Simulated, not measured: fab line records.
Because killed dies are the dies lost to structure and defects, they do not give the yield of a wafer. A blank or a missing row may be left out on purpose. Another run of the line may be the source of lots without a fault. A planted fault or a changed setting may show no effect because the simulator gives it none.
fab line records | flow gf180mcu
record: lots: 5 wafers: 15 last_day: 34
route steps=602 shown SAB@270 SALICIDE@278 CONTACT@287
lots that met no fault: from a run of the same line without faults
start_h: the number of hours between the record's first day and the start of the first shown wafer of the lot | wait_h: time in hours since the lot's previous step | " same as the row above | L1.1+2: a single row standing in for several wafers | - either no value or no given start | * or withheld: withheld | < > ~ a bound
route shown NAME@n: a module of which the file shows steps, and the number in the route of the first | usual: mean/standard deviation taken from wafers without a fault | same: alike in all rows | chamber/n: place in a boat | sites: per-site readings | _std_site: their standard deviation | _edge_site: inner sites' mean taken away from outer sites' mean | radius_mm: for every site, how far away it sits from the centre of the wafer | mask NAME#n: copy n | behind: tool/chamber where the wafer was last shaped | hold: the reason the lot was held/the length of the hold in hours/how it ended | device: whichever transistor did not switch (one of n, p or np) | end of line: at the end of the route, the tests of the same wafers | a step without rows: its recipe alone | killed: dies that structure and defects cost at the first sort, which is not the same as the wafer's yield | map: shows each die of a wafer: x if killed, . if not, _ if none is there
set.NAME: the setting that was run; set.NAME@STEP: the one run at that earlier step | model.NAME: the simulator's own value behind a step, which no gauge read
a table for each step, a row for each wafer; lots at some steps of the route
services: from which hour (start_h, from the record's first day; less than 0 if before it) a tool's chamber was out of use, for how many hours, and why
== steps ==
step: GF_SAB_EXPOSE_06
recipe: mask_id: SAB target_cd_nm: 420 na: 0.6 source_shape: conventional sigma_outer: 0.6 dose_mj: 138.3
same: sigma_outer: 0.6
columns lot.wafer tool chamber start_h wait_h mask
L082.1+4+5 iline_stepper-02 0 - - SAB#0
L086.3+4+6 iline_stepper-01 0 - - SAB#0
L090.2+3+6 iline_stepper-02 0 - - SAB#0
L094.3+4+5 iline_stepper-01 0 - - SAB#0
L096.3+5+6 iline_stepper-01 0 - - SAB#0
step: GF_SAB_PEB_07
recipe: temp_c: withheld time_s: * resist: NOVOLAK
columns lot.wafer tool chamber start_h wait_h
L082.1+4+5 litho_track-01 0 - -
L086.3+4+6 litho_track-01 0 - -
L090.2+3+6 litho_track-04 0 - -
L094.3+4+5 litho_track-02 0 - -
L096.3+5+6 litho_track-04 0 - -
step: GF_SAB_DEVELOP_08
recipe: develop_time_s: 60 dev_temp_c: 23
same: develop_time_s: 60
columns lot.wafer tool chamber start_h wait_h
L082.1+4+5 litho_track-01 0 401.05 0.1
L086.3+4+6 litho_track-01 0 445.70 0.1
L090.2+3+6 litho_track-04 0 479.87 0.1
L094.3+4+5 litho_track-02 0 512.77 0.1
L096.3+5+6 litho_track-04 0 536.90 0.1
step: GF_SAB_CD_MEAS_09
recipe: target_cd_nm: 420
usual: cd_nm: 420.0/2.1
columns lot.wafer tool chamber start_h wait_h cd_nm
L082.1 cd_sem-02 - 401.20 0.1 420.6
L082.4 " - " " 420.0
L082.5 " - " " 419.4
L086.3 cd_sem-02 - 445.84 0.1 418.5
L086.4 " - " " 418.2
L086.6 " - " " 418.8
L090.2 cd_sem-02 - 480.02 0.1 422.1
L090.3 " - " " 419.6
L090.6 " - " " 421.2
L094.3 cd_sem-01 - 512.91 0.1 422.3
L094.4 " - " " 420.5
L094.5 " - " " 420.5
L096.3 cd_sem-02 - 537.04 0.1 417.4
L096.5 " - " " 416.6
L096.6 " - " " 418.5
step: GF_SAB_OVL_MEAS_10
usual: SAB_OVL: -0.4/1.4
columns lot.wafer tool chamber start_h wait_h SAB_OVL[nm]
L082.1 overlay-02 - 401.32 0.1 -1.4
L082.4 " - " " 2.9
L082.5 " - " " 2.8
L086.3 overlay-01 - 445.94 0.1 -2.1
L086.4 " - " " -2.2
L086.6 " - " " -2.1
L090.2 overlay-02 - 480.12 0.1 0.3
L090.3 " - " " -0.8
L090.6 " - " " 0.7
L094.3 overlay-02 - 513.00 0.1 0.4
L094.4 " - " " 0.0
L094.5 " - " " -1.1
L096.3 overlay-02 - 537.13 0.1 -0.3
L096.5 " - " " -1.7
L096.6 " - " " 0.3
step: GF_SAB_ETCH_11
recipe: chemistry: C4F8/O2/Ar mask_material: NOVOLAK target: SiO2 target_depth_nm: 55 source_w: 1500 bias_w: 1200 pressure_mtorr: 40 c4f8_flow_sccm: withheld O2_flow_sccm: 6 Ar_flow_sccm: 300 time_s: 8.5
usual: oes_product_au: 0.999/0.0087
columns lot.wafer tool chamber start_h wait_h oes_product_au rf_hours_counter_h
L082.1 rie_diel-03 3 401.36 0.0 1.014 112
L082.4 " 0 " " 1.003 95
L082.5 " 2 " " 1.001 -
L086.3 rie_diel-02 3 445.96 0.0 0.992 17
L086.4 " 0 " " 0.981 -
L086.6 " 3 " " 0.993 -
L090.2 rie_diel-01 3 480.15 0.0 1.007 7
L090.3 " 0 " " 0.992 67
L090.6 " 2 " " 1.002 -
L094.3 rie_diel-01 0 513.02 0.0 0.978 68
L094.4 " 1 " " 0.980 18
L094.5 " 1 " " 0.991 -
L096.3 rie_diel-01 0 537.15 0.0 1.009 68
L096.5 " 1 " " 1.001 -
L096.6 " 0 " " 1.005 -
step: GF_SAB_WET_ETCH_12
recipe: chemistry: dHF target_depth_nm: 22 dry: n2_spin target: SiO2 temp_c: 25 dilution: 100:1 time_s: 440
columns lot.wafer tool chamber start_h wait_h
L082.1+4+5 wet_bench-03 3 401.38 0.0
L086.3+4+6 wet_bench-03 2 445.98 0.0
L090.2+3+6 wet_bench-03 1 480.18 0.0
L094.3+4+5 wet_bench-02 1 513.05 0.0
L096.3+5+6 wet_bench-01 1 537.17 0.0
step: GF_SAB_STRIP_13
recipe: chemistry: O2/N2 power_w: 1400 pressure_mtorr: 1500 platen_temp_c: 250 o2_flow_sccm: 3000 n2_flow_sccm: 300 overash_fraction: 0.5
usual: drypump_motor_current_A: 5.6/0.44 heater_power_w: 345/20 oes_product_au: 0.709/0.0044 strip_time_to_endpoint_s: 12.59/0.037
same: overash_fraction: 0.5
columns lot.wafer tool chamber start_h wait_h drypump_motor_current_A heater_power_w oes_product_au rf_hours_counter_h strip_time_to_endpoint_s
L082.1 plasma_asher-02 0 401.52 0.0 5.8 352 0.704 74 12.55
L082.4 " 1 " " 5.5 367 0.709 - 12.55
L082.5 " 0 " " 5.8 360 0.707 - 12.53
L086.3 plasma_asher-03 1 446.14 0.0 6.2 347 0.710 - 12.58
L086.4 " 0 " " 5.0 326 0.712 - 12.57
L086.6 " 0 " " 5.0 323 0.708 - 12.58
L090.2 plasma_asher-03 0 480.31 0.0 5.0 331 0.705 36 12.59
L090.3 " 1 " " 6.2 336 0.709 - 12.61
L090.6 " 0 " " 5.0 330 0.706 - 12.59
L094.3 plasma_asher-03 1 513.22 0.0 6.2 335 0.710 - 12.62
L094.4 " 0 " " 5.0 323 0.704 - 12.64
L094.5 " 0 " " 5.1 328 0.710 - 12.55
L096.3 plasma_asher-02 0 537.34 0.0 5.8 384 0.708 - 12.62
L096.5 " 0 " " 5.8 374 0.710 - 12.63
L096.6 " 1 " " 5.5 357 0.710 - 12.60
step: GF_SALICIDE_CLEAN_00
recipe: chemistry: SC1/SC2 mix: 1:4:20 temp_c: 70 time_s: 150
columns lot.wafer tool chamber start_h wait_h
L082.1+4+5 wet_bench-04 3 401.62 0.1
L086.3+4+6 wet_bench-01 2 446.21 0.0
L090.2+3+6 wet_bench-03 3 480.41 0.1
L094.3+4+5 wet_bench-04 2 513.29 0.0
L096.3+5+6 wet_bench-03 3 537.40 0.0
step: GF_SALICIDE_WET_ETCH_01
recipe: chemistry: dHF target_depth_nm: 5 dry: ipa_marangoni target: SiO2 temp_c: 25 dilution: 100:1 time_s: 100
columns lot.wafer tool chamber start_h wait_h
L082.1+4+5 wet_bench-01 3 401.67 0.0
L086.3+4+6 wet_bench-04 1 446.26 0.0
L090.2+3+6 wet_bench-03 1 480.46 0.0
L094.3+4+5 wet_bench-03 0 513.34 0.0
L096.3+5+6 wet_bench-01 3 537.46 0.0
step: GF_SALICIDE_SPUTTER_02
recipe: material: Co target_thk_nm: 10 power_w: 1000 time_s: 20 chamber_pressure_pa: 0.4
usual: throttle_valve_pct: 30.3/1.3
columns lot.wafer tool chamber start_h wait_h throttle_valve_pct
L082.1 pvd_sputter-02 - 401.71 0.0 33.0
L082.4 " - " " 29.6
L082.5 " - " " 31.0
L086.3 pvd_sputter-02 - 446.30 0.0 31.3
L086.4 " - " " 33.2
L086.6 " - " " 33.0
L090.2 pvd_sputter-03 - 480.49 0.0 28.3
L090.3 " - " " 31.5
L090.6 " - " " 29.6
L094.3 pvd_sputter-04 - 513.37 0.0 29.6
L094.4 " - " " 29.7
L094.5 " - " " 28.7
L096.3 pvd_sputter-03 - 537.50 0.0 31.8
L096.5 " - " " 28.5
L096.6 " - " " 31.3
step: GF_SALICIDE_SPUTTER_03
recipe: material: TiN target_thk_nm: 20 power_w: 6500 time_s: 16.7 chamber_pressure_pa: 0.4
usual: throttle_valve_pct: 30.3/1.3
columns lot.wafer tool chamber start_h wait_h throttle_valve_pct
L082.1 pvd_sputter-02 - 401.74 0.0 32.9
L082.4 " - " " 29.5
L082.5 " - " " 31.0
L086.3 pvd_sputter-02 - 446.33 0.0 31.2
L086.4 " - " " 33.1
L086.6 " - " " 33.0
L090.2 pvd_sputter-03 - 480.52 0.0 28.0
L090.3 " - " " 31.5
L090.6 " - " " 29.6
L094.3 pvd_sputter-04 - 513.41 0.0 29.7
L094.4 " - " " 29.9
L094.5 " - " " 29.0
L096.3 pvd_sputter-03 - 537.52 0.0 31.6
L096.5 " - " " 28.4
L096.6 " - " " 31.3
step: GF_SALICIDE_RS_MEAS_04
recipe: thk_meas_gauge: four-point-probe reads: TiN_of_SALICIDE_SPUTTER_03+Co_of_SALICIDE_SPUTTER_02
usual: SALICIDE_TIN_RS: 16.44/0.27
columns lot.wafer tool chamber start_h wait_h SALICIDE_TIN_RS[ohm/sq]
L082.1 film_metro-04 - 401.76 0.0 16.66
L082.4 " - " " 16.62
L082.5 " - " " 16.42
L086.3 film_metro-02 - 446.39 0.1 16.47
L086.4 " - " " 16.58
L086.6 " - " " 16.60
L090.2 film_metro-01 - 480.57 0.0 16.52
L090.3 " - " " 16.82
L090.6 " - " " 16.48
L094.3 film_metro-04 - 513.48 0.1 15.96
L094.4 " - " " 15.74
L094.5 " - " " 15.99
L096.3 film_metro-01 - 537.59 0.1 16.06
L096.5 " - " " 16.54
L096.6 " - " " 16.41
step: GF_SALICIDE_THK_MEAS_05
recipe: thk_meas_gauge: xrf reads: TiN_of_SALICIDE_SPUTTER_03
usual: SALICIDE_TIN_THK: 19.76/0.2
columns lot.wafer tool chamber start_h wait_h SALICIDE_TIN_THK[nm]
L082.1 film_metro-04 - 401.88 0.1 19.92
L082.4 " - " " 19.97
L082.5 " - " " 19.97
L086.3 film_metro-02 - 446.49 0.1 19.74
L086.4 " - " " 19.59
L086.6 " - " " 19.59
L090.2 film_metro-01 - 480.68 0.1 19.97
L090.3 " - " " 19.82
L090.6 " - " " 19.89
L094.3 film_metro-04 - 513.58 0.1 20.05
L094.4 " - " " 20.05
L094.5 " - " " 20.14
L096.3 film_metro-01 - 537.69 0.1 19.70
L096.5 " - " " 19.74
L096.6 " - " " 19.74
step: GF_SALICIDE_RTA_06
recipe: temp_c: 530 time_s: 30 ambient: N2
usual: lamp_power_pct: 6.0/0.74 wafer_temp_C_max: 533.7/0.86
columns lot.wafer tool chamber start_h wait_h lamp_power_pct wafer_temp_C_max
L082.1 rtp_anneal-01 0 401.94 0.1 6.9 533.1
L082.4 " 0 " " 6.8 532.8
L082.5 " 0 " " 6.8 532.4
L086.3 rtp_anneal-01 0 446.56 0.1 6.8 532.8
L086.4 " 0 " " 6.9 533.2
L086.6 " 0 " " 6.8 533.1
L090.2 rtp_anneal-02 0 480.74 0.1 5.4 533.8
L090.3 " 0 " " 5.4 534.2
L090.6 " 0 " " 5.4 534.2
L094.3 rtp_anneal-02 0 513.65 0.1 5.4 534.1
L094.4 " 0 " " 5.4 535.0
L094.5 " 0 " " 5.4 534.4
L096.3 rtp_anneal-02 0 537.76 0.1 5.4 533.1
L096.5 " 0 " " 5.4 533.8
L096.6 " 0 " " 5.4 535.4
step: GF_SALICIDE_WET_ETCH_07
recipe: chemistry: SPM target_depth_nm: 120 dry: n2_spin
columns lot.wafer tool chamber start_h wait_h
L082.1+4+5 wet_bench-04 1 402.04 0.1
L086.3+4+6 wet_bench-01 3 446.63 0.1
L090.2+3+6 wet_bench-04 3 480.83 0.1
L094.3+4+5 wet_bench-04 1 513.72 0.1
L096.3+5+6 wet_bench-04 0 537.83 0.1
step: GF_SALICIDE_RTA_08
recipe: temp_c: 800 time_s: 30 ambient: N2
usual: lamp_power_pct: 17.1/2 wafer_temp_C_max: 805.5/1.3
columns lot.wafer tool chamber start_h wait_h lamp_power_pct wafer_temp_C_max
L082.1 rtp_anneal-02 0 402.14 0.0 14.9 806.8
L082.4 " 0 " " 14.9 807.5
L082.5 " 0 " " 14.9 806.1
L086.3 rtp_anneal-02 0 446.76 0.0 14.9 807.5
L086.4 " 0 " " 14.9 805.3
L086.6 " 0 " " 14.9 805.9
L090.2 rtp_anneal-01 0 480.93 0.0 19.0 803.8
L090.3 " 0 " " 19.0 805.7
L090.6 " 0 " " 19.0 803.6
L094.3 rtp_anneal-01 0 513.84 0.0 19.0 805.3
L094.4 " 0 " " 19.0 805.3
L094.5 " 0 " " 19.0 804.8
L096.3 rtp_anneal-01 0 537.95 0.0 19.0 805.5
L096.5 " 0 " " 19.0 805.2
L096.6 " 0 " " 19.0 805.8
step: GF_CONTACT_CVD_00
recipe: material: SiO2 target_thk_nm: 300 sigma_open_frac: 0.3 temp_c: 400 time_s: 50 sih4_flow_sccm: 60 pressure_mtorr: 6
columns lot.wafer tool chamber start_h wait_h
L082.1+4+5 hdpcvd-01 1,2,1 402.24 0.1
L086.3+4+6 hdpcvd-02 2,2,0 446.82 0.1
L090.2+3+6 hdpcvd-01 1,0,2 481.02 0.1
L094.3+4+5 hdpcvd-02 2,2,1 513.97 0.1
L096.3+5+6 hdpcvd-01 2,1,0 538.02 0.1
step: GF_CONTACT_THK_MEAS_01
recipe: reads: SiO2_of_CONTACT_CVD_00
usual: CONTACT_CVD_00_THK: 302/3.1
columns lot.wafer tool chamber start_h wait_h CONTACT_CVD_00_THK[nm]
L082.1 film_metro-03 - 402.28 0.0 302
L082.4 " - " " 301
L082.5 " - " " 302
L086.3 film_metro-02 - 446.89 0.0 301
L086.4 " - " " 299
L086.6 " - " " 300
L090.2 film_metro-02 - 481.07 0.0 304
L090.3 " - " " 302
L090.6 " - " " 302
L094.3 film_metro-03 - 514.04 0.0 300
L094.4 " - " " 300
L094.5 " - " " 304
L096.3 film_metro-03 - 538.09 0.0 302
L096.5 " - " " 306
L096.6 " - " " 301
step: GF_CONTACT_CVD_02
recipe: material: SiO2 target_thk_nm: 860 precursor: TEOS temp_c: 400 time_s: 95.992 rf_w: 600
usual: heater_power_w: 621/100
columns lot.wafer tool chamber start_h wait_h heater_power_w
L082.1 pecvd-03 0 402.34 0.1 675
L082.4 " 1 " " 645
L082.5 " 0 " " 701
L086.3 pecvd-01 0 446.93 0.0 805
L086.4 " 1 " " 529
L086.6 " 0 " " 839
L090.2 pecvd-04 2 481.12 0.0 590
L090.3 " 1 " " 707
L090.6 " 2 " " 637
L094.3 pecvd-04 0 514.08 0.0 552
L094.4 " 0 " " 592
L094.5 " 2 " " 583
L096.3 pecvd-03 2 538.13 0.0 629
L096.5 " 0 " " 571
L096.6 " 1 " " 519
step: GF_CONTACT_THK_MEAS_03
recipe: reads: SiO2_of_CONTACT_CVD_02
usual: CONTACT_CVD_02_THK: 863/12
columns lot.wafer tool chamber start_h wait_h CONTACT_CVD_02_THK[nm]
L082.1 film_metro-04 - 402.41 0.0 843
L082.4 " - " " 858
L082.5 " - " " 854
L086.3 film_metro-03 - 447.02 0.1 856
L086.4 " - " " 876
L086.6 " - " " 869
L090.2 film_metro-02 - 481.20 0.0 857
L090.3 " - " " 842
L090.6 " - " " 864
L094.3 film_metro-03 - 514.17 0.1 863
L094.4 " - " " 880
L094.5 " - " " 884
L096.3 film_metro-04 - 538.22 0.1 849
L096.5 " - " " 875
L096.6 " - " " 867
step: GF_CONTACT_CMP_04
recipe: material: SiO2 down_force_psi: 4 platen_rpm: 60 pad_velocity_m_s: 0.94248
usual: motor_current_A: 12.2/1 platen_rpm: 60.00/0.044 time_to_endpoint_s: 112/5.8
columns lot.wafer tool chamber start_h wait_h motor_current_A platen_rpm time_to_endpoint_s
L082.1 cmp-02 3 402.57 0.1 14.3 59.96 106
L082.4 " 0 " " 11.4 60.06 111
L082.5 " 1 " " 10.5 60.00 111
L086.3 cmp-01 3 447.11 0.1 11.5 59.99 109
L086.4 " 0 " " 11.8 60.00 120
L086.6 " 3 " " 11.8 60.04 112
L090.3 cmp-01 2 481.25 0.0 14.0 59.99 108
L090.2 " 1 " " 12.4 59.96 109
L090.6 " 3 " " 10.7 59.99 117
L094.3 cmp-01 1 514.31 0.1 12.4 59.99 114
L094.4 " 2 " " 13.8 59.99 122
L094.5 " 0 " " 11.0 60.15 126
L096.3 cmp-02 0 538.41 0.2 11.7 60.02 106
L096.5 " 1 " " 10.8 60.03 117
L096.6 " 2 " " 11.9 60.03 117
step: GF_CONTACT_BOW_MEAS_05
recipe: mode: bow
usual: CONTACT_BOW: 66/6.5
columns lot.wafer tool chamber start_h wait_h CONTACT_BOW[um]
L082.1 film_metro-03 - 402.77 0.1 62
L082.4 " - " " 62
L082.5 " - " " 61
L086.3 film_metro-04 - 447.40 0.2 68
L086.4 " - " " 73
L086.6 " - " " 76
L090.2 film_metro-02 - 481.57 0.1 66
L090.3 " - " " 58
L090.6 " - " " 66
L094.3 film_metro-02 - 514.55 0.2 58
L094.4 " - " " 53
L094.5 " - " " 67
L096.3 film_metro-02 - 538.60 0.1 70
L096.5 " - " " 66
L096.6 " - " " 80
step: GF_CONTACT_DEHYDRATE_06
recipe: temp_c: 200 time_s: 60
usual: heater_power_total_W: 160.35/0.12
columns lot.wafer tool chamber start_h wait_h heater_power_total_W
L082.1 litho_track-04 0 413.80 11.0 160.28
L082.4 " 0 " " 160.30
L082.5 " 0 " " 160.54
L086.3 litho_track-01 0 459.05 11.6 160.09
L086.4 " 0 " " 160.25
L086.6 " 0 " " 160.50
L090.2 litho_track-01 0 493.13 11.5 160.14
L090.3 " 0 " " 160.36
L090.6 " 0 " " 160.44
L094.3 litho_track-01 0 526.10 11.5 160.39
L094.4 " 0 " " 160.33
L094.5 " 0 " " 160.48
L096.3 litho_track-01 0 549.20 10.6 160.57
L096.5 " 0 " " 160.38
L096.6 " 0 " " 160.36
== services ==
columns tool chamber start_h hours kind
pecvd-04 - 368.88 14.0 pm
rtp_anneal-01 - 371.42 3.4 pm
pvd_sputter-03 - 378.91 4.7 repair
cmp-02 - 383.53 9.2 pm
hdpcvd-02 - 384.50 1.9 repair
cmp-01 - 387.21 1.0 repair
cmp-02 - 404.60 4.0 pm
pvd_sputter-04 - 413.29 8.1 repair
pecvd-03 - 416.12 2.8 pm
iline_stepper-02 - 418.46 28.9 pm
plasma_asher-02 - 421.25 9.0 pm
pecvd-04 1 430.37 1.9 repair
plasma_asher-02 - 443.42 1.0 repair
hdpcvd-02 - 448.33 1.4 repair
hdpcvd-01 2 448.42 2.9 repair
cmp-01 - 454.58 5.0 pm
cmp-01 - 463.01 1.2 repair
hdpcvd-02 - 465.87 0.8 repair
rie_diel-01 1 469.93 10.9 repair
cmp-01 - 485.88 2.4 repair
wet_bench-04 - 495.70 4.4 pm
hdpcvd-01 - 511.25 6.0 pm
iline_stepper-01 - 533.34 1.7 pm
hdpcvd-01 - 539.25 15.0 pm
== key ==
fault none
